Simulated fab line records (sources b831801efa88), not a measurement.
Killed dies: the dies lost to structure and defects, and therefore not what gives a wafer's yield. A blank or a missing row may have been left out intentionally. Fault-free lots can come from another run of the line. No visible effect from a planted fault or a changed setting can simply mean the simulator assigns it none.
Which of the tools did it? :: flow sky130 :: 11 lots with 33 wafers sampled at 4 steps, on a route of 708 steps

== WHAT THE GAUGES READ, wafer by wafer ==
SKY_LDD_P_TW_MEAS_11.
lot: L518
measured: day 18 12:32
on: filmMetro-01
LDD_P_TW: 623 624 624

lot: L522
measured: day 20 10:31
on: filmMetro-04
LDD_P_TW: 621 625 621

lot: L526
measured: day 22 02:53
on: filmMetro-01
LDD_P_TW: 632 627 630

lot: L527
measured: day 23 07:05
on: filmMetro-01
LDD_P_TW: 626 628 622

lot: L528
measured: day 23 13:21
on: filmMetro-01
LDD_P_TW: 627 624 626

lot: L534
measured: day 24 22:32
on: filmMetro-01
LDD_P_TW: 631 627 629

lot: L535
measured: day 25 13:25
on: filmMetro-02
LDD_P_TW: 636 637 636

lot: L536
measured: day 25 22:14
on: filmMetro-01
LDD_P_TW: 626 626 623

lot: L537
measured: day 25 23:02
on: filmMetro-02
LDD_P_TW: 634 637 638

lot: L539
measured: day 26 14:02
on: filmMetro-01
LDD_P_TW: 629 626 630

lot: L540
measured: day 26 23:20
on: filmMetro-01
LDD_P_TW: 628 630 630

SKY_LDD_HVN_TW_MEAS_10.
lot: L518
measured: day 19 18:55
on: filmMetro-04
LDD_HVN_TW: 1413 1412 1413

lot: L522
measured: day 21 18:08
on: filmMetro-04
LDD_HVN_TW: 1402 1412 1418

lot: L526
measured: day 23 09:37
on: filmMetro-04
LDD_HVN_TW: 1261 1270 1265

lot: L527
measured: day 24 11:52
on: filmMetro-01
LDD_HVN_TW: 1269 1272 1274

lot: L528
measured: day 24 17:22
on: filmMetro-03
LDD_HVN_TW: 1412 1406 1415

lot: L534
measured: day 26 03:16
on: filmMetro-01
LDD_HVN_TW: 1420 1420 1415

lot: L535
measured: day 26 17:17
on: filmMetro-01
LDD_HVN_TW: 1414 1424 1417

lot: L536
measured: day 27 01:52
on: filmMetro-03
LDD_HVN_TW: 1418 1424 1422

lot: L537
measured: day 27 02:37
on: filmMetro-04
LDD_HVN_TW: 1423 1410 1415

lot: L539
measured: day 27 17:01
on: filmMetro-04
LDD_HVN_TW: 1409 1416 1411

lot: L540
measured: day 28 02:40
on: filmMetro-01
LDD_HVN_TW: 1418 1408 1413

== WHICH TOOL RAN EACH LOT (tool, then ch and the chambers of the sampled wafers, then the start) ==
lot: L518
SKY_POLY_GATE_ETCH_15: rieDiel-01 ch 0,1,3, day 15 23:11
SKY_LDD_HVN_IMPLANT_08: implanter-02 ch 0, day 19 18:40

lot: L522
SKY_POLY_GATE_ETCH_15: rieDiel-04 ch 1,2,3, day 17 18:32
SKY_LDD_HVN_IMPLANT_08: implanter-01 ch 0, day 21 17:56

lot: L526
SKY_POLY_GATE_ETCH_15: rieDiel-02 ch 0,2, day 19 07:56
SKY_LDD_HVN_IMPLANT_08: implanter-01 ch 0, day 23 09:22

lot: L527
SKY_POLY_GATE_ETCH_15: rieDiel-02 ch 0,2,3, day 20 12:59
SKY_LDD_HVN_IMPLANT_08: implanter-01 ch 0, day 24 11:37

lot: L528
SKY_POLY_GATE_ETCH_15: rieDiel-01 ch 0,2,3, day 20 20:26
SKY_LDD_HVN_IMPLANT_08: implanter-04 ch 0, day 24 17:07

lot: L534
SKY_POLY_GATE_ETCH_15: rieDiel-02 ch 0,1,3, day 22 08:02
SKY_LDD_HVN_IMPLANT_08: implanter-02 ch 0, day 26 03:01

lot: L535
SKY_POLY_GATE_ETCH_15: rieDiel-04 ch 0,3, day 23 01:59
SKY_LDD_HVN_IMPLANT_08: implanter-01 ch 0, day 26 17:04

lot: L536
SKY_POLY_GATE_ETCH_15: rieDiel-04 ch 0,1,3, day 23 11:05
SKY_LDD_HVN_IMPLANT_08: implanter-01 ch 0, day 27 01:37

lot: L537
SKY_POLY_GATE_ETCH_15: rieDiel-02 ch 0,2, day 23 11:44
SKY_LDD_HVN_IMPLANT_08: implanter-01 ch 0, day 27 02:22

lot: L539
SKY_POLY_GATE_ETCH_15: rieDiel-01 ch 1,2,3, day 24 04:18
SKY_LDD_HVN_IMPLANT_08: implanter-02 ch 0, day 27 16:47

lot: L540
SKY_POLY_GATE_ETCH_15: rieDiel-02 ch 2,3, day 24 13:11
SKY_LDD_HVN_IMPLANT_08: implanter-02 ch 0, day 28 02:25
- SKY_POLY_GATE_ETCH_15: etches BARC in N2/H2, stops on SiO2, time 118.5 s, target depth 110 nm.
- SKY_LDD_HVN_IMPLANT_08

== AS READ BY THE TOOLS THEMSELVES (means over the sampled wafers that have a number; for cases with no such wafer, the mark the record gives instead) ==
SKY_POLY_GATE_ETCH_15.
lot: L518
tool: rieDiel-01
biasW (W): 100.05
drypumpMotorCurrentA (A): 5.3
oesProductAu (a.u.): 0.720
throttleValvePct (%): 13.211

lot: L522
tool: rieDiel-04
biasW (W): 99.90
drypumpMotorCurrentA (A): 5.5
oesProductAu (a.u.): 0.720
throttleValvePct (%): 13.216

lot: L526
tool: rieDiel-02
biasW (W): 100.03
drypumpMotorCurrentA (A): 6.0
oesProductAu (a.u.): 0.718
throttleValvePct (%): 13.217

lot: L527
tool: rieDiel-02
biasW (W): 99.80
drypumpMotorCurrentA (A): 5.8
oesProductAu (a.u.): 0.717
throttleValvePct (%): 13.214

lot: L528
tool: rieDiel-01
biasW (W): 99.92
drypumpMotorCurrentA (A): 5.4
oesProductAu (a.u.): 0.718
throttleValvePct (%): 13.216

lot: L534
tool: rieDiel-02
biasW (W): 100.24
drypumpMotorCurrentA (A): 5.6
oesProductAu (a.u.): 0.713
throttleValvePct (%): 13.203

lot: L535
tool: rieDiel-04
biasW (W): 100.29
drypumpMotorCurrentA (A): 5.1
oesProductAu (a.u.): 0.717
throttleValvePct (%): 13.213

lot: L536
tool: rieDiel-04
biasW (W): 100.17
drypumpMotorCurrentA (A): 5.5
oesProductAu (a.u.): 0.721
throttleValvePct (%): 13.219

lot: L537
tool: rieDiel-02
biasW (W): 100.18
drypumpMotorCurrentA (A): 6.1
oesProductAu (a.u.): 0.716
throttleValvePct (%): 13.216

lot: L539
tool: rieDiel-01
biasW (W): 100.05
drypumpMotorCurrentA (A): 5.6
oesProductAu (a.u.): 0.715
throttleValvePct (%): 13.209

lot: L540
tool: rieDiel-02
biasW (W): 100.13
drypumpMotorCurrentA (A): 6.0
oesProductAu (a.u.): 0.715
throttleValvePct (%): 13.213

SKY_LDD_HVN_IMPLANT_08.
lot: L518
tool: implanter-02
beamOnS (s): 10.07
doseIonsCm2: 2.995e+13
tiltDeg (degrees): 39.977

lot: L522
tool: implanter-01
beamOnS (s): 9.85
doseIonsCm2: 2.995e+13
tiltDeg (degrees): 40.007

lot: L526
tool: implanter-01
beamOnS (s): 10.03
doseIonsCm2: 2.998e+13
tiltDeg (degrees): 0.015

lot: L527
tool: implanter-01
beamOnS (s): 9.80
doseIonsCm2: 2.998e+13
tiltDeg (degrees): 0.003

lot: L528
tool: implanter-04
beamOnS (s): 9.93
doseIonsCm2: 3.002e+13
tiltDeg (degrees): 39.986

lot: L534
tool: implanter-02
beamOnS (s): 10.05
doseIonsCm2: 2.999e+13
tiltDeg (degrees): 40.003

lot: L535
tool: implanter-01
beamOnS (s): 10.04
doseIonsCm2: 2.996e+13
tiltDeg (degrees): 40.023

lot: L536
tool: implanter-01
beamOnS (s): 10.09
doseIonsCm2: 3.002e+13
tiltDeg (degrees): 39.994

lot: L537
tool: implanter-01
beamOnS (s): 10.04
doseIonsCm2: 3.004e+13
tiltDeg (degrees): 40.000

lot: L539
tool: implanter-02
beamOnS (s): 9.81
doseIonsCm2: 2.999e+13
tiltDeg (degrees): 39.980

lot: L540
tool: implanter-02
beamOnS (s): 10.05
doseIonsCm2: 2.999e+13
tiltDeg (degrees): 40.006

== THE ANSWER, worked out from the rows above alone ==
Rule: the usual values come from the lots themselves. The widest of any qualifying gaps counts: lots, ordered by their means at a reading, are off when they make up no more than a third of the lots, leave a main group of 4 or more, and stand apart from it by 3 or more times the standard deviation of that group's means. A main group whose means are all the same, to the digits that the tables above print for the reading, isn't used. Also off: a lot with no number at a reading for which 4 or more lots have one. Where the step has rows for the other lots, those lots are counted as sound. After the gauges, taken in route order, come the tools' own readings; for these a lot's mean is taken, as printed above. The first step at which some lot is off is used, and at that step the reading that is off furthest; a lot without a number counts as furthest.
Off: L526, L527, at SKY_LDD_HVN_TW_MEAS_10 (LDD_HVN_TW). For the main group the mean is 1415 and the standard deviation 3.6.
If a tool, at a process step before that reading, ran all the lots that are off and no sound lot after the first of them, it fits. Not tried: the gauges at SKY_LDD_HVN_TW_MEAS_10; whatever is off there is also off at SKY_LDD_HVN_IMPLANT_08, on other tools, and gauge error can't account for it. No candidate that was tried fits.

== WHAT THE SIMULATOR HAD INSERTED ==
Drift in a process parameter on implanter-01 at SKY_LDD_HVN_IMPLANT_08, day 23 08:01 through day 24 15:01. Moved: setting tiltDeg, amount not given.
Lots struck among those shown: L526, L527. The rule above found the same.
